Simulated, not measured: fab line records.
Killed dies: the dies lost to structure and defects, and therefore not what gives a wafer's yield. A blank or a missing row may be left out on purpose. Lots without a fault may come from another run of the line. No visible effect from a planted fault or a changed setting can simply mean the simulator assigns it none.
Struck lot and sound lot, side by side || flow sky130 || 15 out of 708 route steps
Sound: wafers L131.1, L131.2, L131.5. Struck: wafers L144.1, L144.3, L144.4. The cause is named last.
For every step that has rows: the tool of each side, followed by ch and its chambers, followed by its first start. Under that, the readings that differ: sound wafers || struck wafers || difference of the means || sigmas: that difference in standard deviations of wafers without a fault.
alike: readings whose means differ by less than 2 such deviations, and words and numbers that are the same on both sides. not compared: withheld readings, readings that some wafer has no value for, bounds like >300 that may hide the same value, and numbers for which the record gives no deviation and whose values overlap.
A row with sigmas, a row that says differs or no value, or rows on one side alone: a step with any of these is where the two part. When numbers do not overlap yet have no deviation, they are printed without sigmas and do not part them. Lack of a reading on every wafer of one side parts them only where that side has two or more wafers.

SKY_VIA3_CMP_02: polishes SiO2.
  sound on cmp-01 ch 0,1,3, day 40 14:08; struck on cmp-01 ch 0,1,2, day 43 22:04
  alike: motor_current_A
SKY_VIA3_BOW_MEAS_03:
  sound on film_metro-02, day 40 14:20; struck on film_metro-03, day 43 22:24
  alike: VIA3_BOW
then, 8 steps without rows for these wafers: SKY_VIA3_DEHYDRATE_04 (time 60 s); SKY_VIA3_HMDS_05 (prime time 60 s); SKY_VIA3_COAT_06 (resist thk 60 nm); SKY_VIA3_COAT_07 (resist thk 450 nm); SKY_VIA3_SOFTBAKE_08 (time 90 s); SKY_VIA3_EXPOSE_09 (exposes mask VIM3, target cd 200 nm); SKY_VIA3_PEB_10; SKY_VIA3_DEVELOP_11 (develop time 60 s).
SKY_VIA3_CD_MEAS_12: target cd 200 nm.
  sound on cd_sem-02, day 41 14:07; struck on cd_sem-02, day 44 19:36
{"reading": "cd_nm (nm)", "sound": "201.1 199.9 199.7", "struck": "202.9 203.5 202.8", "difference": "+2.8", "sigmas": "+2"}
SKY_VIA3_OVL_MEAS_13:
  sound on overlay-01, day 41 14:14; struck on overlay-01, day 44 19:43
  alike: VIA3_OVL
SKY_VIA3_ETCH_14: etches BARC in N2/H2, stops on SiO2, time 45.9 s, target depth 60 nm.
  sound on rie_diel-04 ch 2,3, day 41 14:17; struck on rie_diel-02 ch 1,2,3, day 44 19:45
{"reading": "oes_product_au (a.u.)", "sound": "0.862 0.852 0.855", "struck": "0.825 0.819 0.820", "difference": -0.035, "sigmas": -7}
{"reading": "run_length_s (s)", "sound": "74.2 74.2 73.9", "struck": "78.8 78.7 78.2", "difference": "+4.5", "sigmas": "+10"}
{"reading": "model.KrF-thick_of_VIA3_COAT_07.thk_nm (nm)", "sound": "391.1 391.7 393.2", "struck": "387.1 386.8 388.5", "difference": -4.5, "sigmas": ""}
  alike: bias_w, drypump_motor_current_A, throttle_valve_pct
  not compared: rf_hours_counter_h
SKY_VIA3_ETCH_15: etches SiO2 in C4F8/O2/Ar, stops on TiN, target depth 507 nm, time 78 s.
  sound on rie_diel-04 ch 2,3, day 41 14:19; struck on rie_diel-02 ch 1,2,3, day 44 19:47
  alike: bias_w, oes_product_au, run_length_s
  not compared: rf_hours_counter_h
-- the record jumps here: 5 days lie between the struck wafers' starts before and after (it left off in module VIA3 and takes up again in module PAD_OPEN, whose first step shown is number 708 of the route) --
SKY_PAD_OPEN_PROBE_99:
  sound on prober-02, day 47 12:44; struck on prober-01, day 50 02:33
  alike: defect_limited_yield, killed_at_M0_to_M3, killed_at_M4_up, killed_at_contacts, killed_at_front_end, killed_at_other, killed_dies, killed_open, killed_short, sort_bin_3_pad_short, sort_bin_5_function, sort_bin_6_memory, sort_n_pass, sort_yield_pct

== WHERE THEY PART ==
First at SKY_VIA3_CD_MEAS_12; last, within this record, at SKY_VIA3_ETCH_14. Later steps at which nothing parts them and some readings are alike: SKY_VIA3_ETCH_15, SKY_PAD_OPEN_PROBE_99.

WHY: what the simulator had put in
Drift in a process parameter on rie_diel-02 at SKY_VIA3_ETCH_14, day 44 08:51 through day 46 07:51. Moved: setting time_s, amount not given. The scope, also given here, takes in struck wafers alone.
